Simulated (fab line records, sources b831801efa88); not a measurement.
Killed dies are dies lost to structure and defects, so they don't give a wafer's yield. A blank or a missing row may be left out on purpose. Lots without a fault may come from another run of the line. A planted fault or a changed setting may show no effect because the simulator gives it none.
One fault seen from 2 desks | flow gf180mcu | each desk has only its own numbers; what lay behind them comes last

THE METROLOGY DESK
What the gauges read, lot by lot, whatever tool the lot ran on: means of the sampled wafers that have a number. A lot is out of limits, marked OUT, if its mean lies more than 4 standard deviations from the usual mean; the brackets give that distance.
Columns: A = HV_LDD_CVD_54_THK at GF_HV_LDD_THK_MEAS_55, usual 10.06 nm
lot  | first seen here | A
L369 | day 12 13:06    | 10.02
L372 | day 13 20:46    | 10.03
L374 | day 14 17:45    | 7.69 (-20) OUT
L375 | day 15 00:31    | 9.99
L377 | day 15 16:58    | 7.79 (-19) OUT
L383 | day 17 12:27    | 10.00
L384 | day 17 23:24    | 10.06
L385 | day 18 04:38    | 9.98
L386 | day 18 10:34    | 10.05
L387 | day 18 16:53    | 10.07
L389 | day 19 07:14    | 10.01
L388 | day 19 10:35    | 10.07
L390 | day 19 14:16    | 10.14
L392 | day 20 12:54    | 10.10
This desk's finding: out of limits on L374, L377; first on L374, day 14 17:45 (HV_LDD_CVD_54_THK at GF_HV_LDD_THK_MEAS_55). In limits: L369, L372, L375, L383, L384, L385, L386, L387, L389, L388, L390, L392.

THE TOOL OWNER'S DESK: lpcvd-01
The tool's own readings at GF_HV_LDD_CVD_54 (deposits SiO2 from TEOS, target thk 10 nm, time 75 s): means of the sampled wafers that have a number, for each lot that ran on this tool. A lot is out of limits, marked OUT, if its mean lies more than 4 standard deviations from the usual mean; the brackets give that distance.
Columns: A = zone_power_upper_pct at GF_HV_LDD_CVD_54, usual 10.6 %
lot  | first seen here | A
L372 | day 13 19:43    | 10.4
L374 | day 14 16:43    | 10.2
L377 | day 15 15:57    | 10.2
L385 | day 18 03:37    | 10.2
L389 | day 19 06:13    | 11.8
L390 | day 19 13:14    | 10.3
This desk's finding: nothing out of limits on any of the 6 lots.

PUT TOGETHER
The metrology desk could have raised an alarm at day 14 17:45, on L374, L377.
The tool owner's desk saw nothing out of limits.
The tool owner's desk has L374, L377 on record, within its limits.
Of the lots named, all ran GF_HV_LDD_CVD_54 on lpcvd-01.

WHAT THE SIMULATOR HAD PUT IN
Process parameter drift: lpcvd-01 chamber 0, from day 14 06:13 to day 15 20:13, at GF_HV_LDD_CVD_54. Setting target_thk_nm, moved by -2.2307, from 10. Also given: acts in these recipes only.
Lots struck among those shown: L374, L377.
Hours from the fault's start to each desk's first reading out of limits: the metrology desk, 12.
